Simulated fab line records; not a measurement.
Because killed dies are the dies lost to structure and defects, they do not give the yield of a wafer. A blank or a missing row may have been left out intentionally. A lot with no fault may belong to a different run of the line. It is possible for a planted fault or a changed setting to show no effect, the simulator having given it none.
A single fault, viewed from 2 desks || flow sky130 || each desk has only its own numbers; what lay behind them comes last

AT THE METROLOGY DESK
What the gauges read for every lot (on any tool): the sampled wafers with a number, averaged. A lot is out of limits, marked OUT, if its mean lies more than 4 standard deviations from the usual mean; the brackets give that distance.
Columns: A = cdNm at SKY_FIELD_ISO_CD_MEAS_13, usual 150.0 nm
{"lot": "L321", "first seen here": "day 2 11:48", "A": 149.6}
{"lot": "L329", "first seen here": "day 4 07:35", "A": 149.9}
{"lot": "L335", "first seen here": "day 5 10:12", "A": 148.3}
{"lot": "L337", "first seen here": "day 5 21:36", "A": 147.8}
{"lot": "L338", "first seen here": "day 6 02:16", "A": 148.8}
This desk's finding: nothing out of limits on any of the 5 lots.

FOR THE TOOL OWNER'S DESK: rieSi-01
The tool's own readings at SKY_FIELD_ISO_ETCH_17 (etches Si in HBr/Cl2/O2, target depth 342 nm, time 97.7 s): means of the sampled wafers that have a number, for each lot that ran on this tool. A lot is out of limits, marked OUT, if its mean lies more than 4 standard deviations from the usual mean; the brackets give that distance.
Columns: A = drypumpMotorCurrentA at SKY_FIELD_ISO_ETCH_17, usual 5.8 A; B = oesProductAu at SKY_FIELD_ISO_ETCH_17, usual 0.998 a.u.; C = runLengthS at SKY_FIELD_ISO_ETCH_17, usual 125.9 s; D = throttleValvePct at SKY_FIELD_ISO_ETCH_17, usual 25.657 %
{"lot": "L321", "first seen here": "day 2 12:06", "A": 6.3, "B": 1.018, "C": 125.8, "D": 25.643}
{"lot": "L337", "first seen here": "day 5 21:53", "A": 5.8, "B": 0.998, "C": "120.4 (-14) OUT", "D": 25.655}
Finding of this desk: L337 out of limits; the first was L337 at day 5 21:53, on runLengthS at SKY_FIELD_ISO_ETCH_17. In limits: L321.

BROUGHT TOGETHER
The tool owner's desk had the chance to raise an alarm at day 5 21:53 on L337.
Nothing out of limits was seen by the metrology desk.
The metrology desk holds a record of L337, inside its limits.
Of the lots named, all ran SKY_FIELD_ISO_ETCH_17 on rieSi-01.

WHAT HAD BEEN PUT IN BY THE SIMULATOR
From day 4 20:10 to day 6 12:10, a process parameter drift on rieSi-01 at SKY_FIELD_ISO_ETCH_17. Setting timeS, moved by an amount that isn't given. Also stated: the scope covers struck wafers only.
Struck lots among those shown: L337.
How many hours passed from the start of the fault until each desk's first out-of-limits reading: the tool owner's desk, 26.
